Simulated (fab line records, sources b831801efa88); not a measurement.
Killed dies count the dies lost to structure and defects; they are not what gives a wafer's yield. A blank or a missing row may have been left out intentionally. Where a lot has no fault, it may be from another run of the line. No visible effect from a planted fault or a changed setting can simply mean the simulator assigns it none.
A lot that was struck, set against a sound lot -- flow sky130 -- 15 steps out of a route of 708
Sound: the wafers L236.2, L236.3, L236.5. The struck wafers were L240.1, L240.2, L240.6. The cause comes at the end.
Each step with rows lists, per side, the tool, then ch with its chambers, then its first start. Under that, the readings that differ: sound wafers -- struck wafers -- difference of the means -- sigmas: that difference in standard deviations of wafers without a fault.
alike: a reading whose means differ by less than 2 such deviations, as well as words and numbers matching on both sides. not compared: withheld readings; readings where some wafer has no value; bounds like >300 that might hide an equal value; numbers whose values overlap and for which the record gives no deviation.
Wherever a step has rows on one side only, a row that says differs or no value, or a row with sigmas, the two part there. When numbers do not overlap yet have no deviation, they are printed without sigmas and do not part them. A reading that every wafer of one side lacks parts them only if that side has two wafers or more.

SKY_VT_ADJUST_HVTR_OVL_MEAS_08:
  struck on overlay-02, day 12 23:35; sound on overlay-01, day 12 04:54
  alike: VT_ADJUST_HVTR_OVL
then, 1 step without rows for these wafers: SKY_VT_ADJUST_HVTR_IMPLANT_09.
SKY_VT_ADJUST_HVTR_STRIP_10: strips in O2/N2.
  sound on plasma asher-03 ch 0,1, day 12 05:05; struck on plasma asher-03 ch 0,1, day 12 23:46
  alike: drypump motor current A, o2 flow sccm, oes product au, strip time to endpoint s
  not compared: rf hours counter h
SKY_VT_ADJUST_HVTR_TW_MEAS_11:
  struck on film metro-03, day 12 23:52; sound on film metro-04, day 12 05:11
  alike: VT_ADJUST_HVTR_TW
then, 7 steps without rows for these wafers: SKY_VT_ADJUST_PCH_DEHYDRATE_00 (time 60 s); SKY_VT_ADJUST_PCH_HMDS_01 (prime time 60 s); SKY_VT_ADJUST_PCH_COAT_02 (resist thk 3000 nm); SKY_VT_ADJUST_PCH_SOFTBAKE_03; SKY_VT_ADJUST_PCH_EXPOSE_04 (exposes mask NWM, target cd 840 nm); SKY_VT_ADJUST_PCH_PEB_05; SKY_VT_ADJUST_PCH_DEVELOP_06 (develop time 60 s).
SKY_VT_ADJUST_PCH_OVL_MEAS_07:
  struck on overlay-02, day 14 01:04; sound on overlay-01, day 13 06:03
  alike: VT_ADJUST_PCH_OVL
SKY_VT_ADJUST_PCH_IMPLANT_08:
  sound on implanter-04 ch 0, day 13 06:06; struck on implanter-01 ch 0, day 14 01:07
reading,sound,struck,difference,sigmas
beam on s (s),10.25 10.20 9.75,10.89 10.93 10.78,+0.80,+4
end station pressure torr (Torr),5.23e-06 4.96e-06 5.49e-06,7.046e-05 6.885e-05 6.744e-05,+6.369e-05,+99 or more
faraday current uA,2.73 2.76 2.90,2.52 2.51 2.54,-0.27,-5
SKY_VT_ADJUST_PCH_STRIP_09: strips in O2/N2.
  sound on plasma asher-04 ch 0,1, day 13 06:14; struck on plasma asher-01 ch 0,1, day 14 01:16
  alike: drypump motor current A, o2 flow sccm, oes product au, strip time to endpoint s
  not compared: rf hours counter h
-- a jump in the record: the struck wafers' starts before and after are 35 days apart (it breaks off in module VT_ADJUST_PCH and resumes in module PAD_OPEN, where the first step shown is number 708 of the route) --
SKY_PAD_OPEN_PROBE_99:
  struck on prober-01, day 48 15:59; sound on prober-01, day 47 21:41
  alike: killed_at_M0_to_M3, killed_at_M4_up, killed at contacts, killed at front end, killed at other, killed dies, killed open, killed short
  not compared: model.etest.pfet_01v8_lvt.vt long v

== WHERE THEY PART ==
Within this record, at SKY_VT_ADJUST_PCH_IMPLANT_08 only. Later steps at which nothing parts them and some readings are alike: SKY_VT_ADJUST_PCH_STRIP_09, SKY_PAD_OPEN_PROBE_99.

WHY: the cause the simulator had injected
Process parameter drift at SKY_VT_ADJUST_PCH_IMPLANT_08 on implanter-01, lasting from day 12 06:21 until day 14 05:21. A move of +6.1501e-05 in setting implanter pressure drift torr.
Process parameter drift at SKY_VT_ADJUST_PCH_IMPLANT_08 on implanter-01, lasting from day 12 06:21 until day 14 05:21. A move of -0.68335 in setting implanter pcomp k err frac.
